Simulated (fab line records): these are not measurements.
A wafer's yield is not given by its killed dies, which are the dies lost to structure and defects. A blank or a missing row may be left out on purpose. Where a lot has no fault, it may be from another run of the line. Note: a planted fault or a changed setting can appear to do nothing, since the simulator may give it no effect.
Matching of chambers :: flow gf180mcu :: GF_V4_CMP_26 on cmp-01 has 4 sister chambers
The step polishes, stops on SiO2, t overpolish 15 s, target thk 0 nm. 4 wafers are shown with their chamber, then 7 later ones without.

## WAFERS, EACH WITH ITS CHAMBER
wafer: L965.1
chamber: 3
motor current A (A): 10.5

wafer: L965.6
chamber: 1
motor current A (A): 11.0

wafer: L966.1
chamber: 0
motor current A (A): 10.2

wafer: L966.4
chamber: 2
motor current A (A): 11.3

## WAFERS MISSING THEIR CHAMBER
wafer: L966.5
motor current A (A): 10.6

wafer: L968.2
motor current A (A): 11.7

wafer: L968.3
motor current A (A): 10.5

wafer: L968.5
motor current A (A): 11.9

wafer: L972.1
motor current A (A): 10.4

wafer: L972.2
motor current A (A): 11.3

wafer: L972.6
motor current A (A): 10.3

## THE CHAMBER EACH PASSED THROUGH
wafer: L966.5
from the rows above: can't be placed: 3 or 0 or 1
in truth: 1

wafer: L968.2
from the rows above: can't be placed: 2 or 1
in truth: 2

wafer: L968.3
from the rows above: can't be placed: 3 or 0 or 1
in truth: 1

wafer: L968.5
from the rows above: can't be placed: 2 or 1
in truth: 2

wafer: L972.1
from the rows above: can't be placed: 3 or 0 or 1
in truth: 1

wafer: L972.2
from the rows above: can't be placed: 2 or 1
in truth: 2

wafer: L972.6
from the rows above: can't be placed: 0 or 3
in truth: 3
Correct placement for 0 of the 7. Cannot be placed on the basis of these rows: 7; the candidates contain the true chamber in 7. Placed wrongly: 0.
How it was worked out, from the rows above alone: a wafer's distance from a chamber is the root of the sum, over the readings, of the square of ((its reading less the chamber's mean) divided by the reading's scatter). If the next closest chamber is less than 2 further off than the closest, the wafer can't be placed; otherwise it belongs to the closest. The mean given for a chamber averages the wafers shown for that chamber. The scatter: with one shown wafer a chamber, the root of the mean of the squares of how far each hidden wafer lies from its nearest shown one.
